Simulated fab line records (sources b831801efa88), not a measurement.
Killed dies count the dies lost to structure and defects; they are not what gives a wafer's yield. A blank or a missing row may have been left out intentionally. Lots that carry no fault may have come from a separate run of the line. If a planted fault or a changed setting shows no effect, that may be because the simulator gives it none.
What tool caused it?    flow gf180mcu    33 wafers from 11 lots sampled at 2 of the route's 602 steps

WHAT THE GAUGES SHOWED, per wafer
GF_V3_THK_MEAS_25: measures by xrf.
lot   measured      on             V3_W_THK (nm)
L753  day 22 05:07  film metro-04  350 349 353
L754  day 22 13:13  film metro-04  351 346 351
L755  day 23 00:21  film metro-04  344 340 344
L756  day 23 10:14  film metro-01  350 350 350
L757  day 23 15:31  film metro-02  354 355 355
L764  day 26 08:05  film metro-01  339 343 345
L767  day 27 06:03  film metro-02  344 342 346
L769  day 27 23:06  film metro-02  343 350 340
L770  day 28 08:05  film metro-04  352 343 353
L773  day 28 23:52  film metro-02  354 348 353
L775  day 29 20:23  film metro-01  345 347 345

WHICH TOOL RAN EACH LOT (tool, then ch and the chambers of the sampled wafers, then the start)
lot   GF_V3_CVD_23
L753  cvd w-02 ch 0,1, day 22 04:52
L754  cvd w-01 ch 0,1, day 22 12:59
L755  cvd w-01 ch 0,1, day 23 00:07
L756  cvd w-01 ch 0,1, day 23 10:01
L757  cvd w-02 ch 0,1, day 23 15:16
L764  cvd w-01 ch 0, day 26 07:46
L767  cvd w-02 ch 1, day 27 05:49
L769  cvd w-01 ch 0,1, day 27 22:52
L770  cvd w-02 ch 0,1, day 28 07:51
L773  cvd w-01 ch 0,1, day 28 23:37
L775  cvd w-02 ch 0,1, day 29 20:08
- GF_V3_CVD_23: deposits W, target thk 350 nm, time 104.9 s.

THE ANSWER, worked out from the rows above alone
Rule: the usual values come from the lots themselves. Put in order of their means at a reading, lots are off if they are a third of the lots or fewer, leave a main group of 4 or more, and stand apart from it by a gap of 3 or more times the standard deviation of the main group's means; of several such gaps the widest counts. Not used: any main group whose means are identical at the precision the tables above print for the reading. Also off: a lot with no number at a reading for which 4 or more lots have one. Any other lot the step has rows for is counted as sound.
None of the lots is off at any reading shown; this tells nothing.

WHAT THE SIMULATOR HAD PUT IN
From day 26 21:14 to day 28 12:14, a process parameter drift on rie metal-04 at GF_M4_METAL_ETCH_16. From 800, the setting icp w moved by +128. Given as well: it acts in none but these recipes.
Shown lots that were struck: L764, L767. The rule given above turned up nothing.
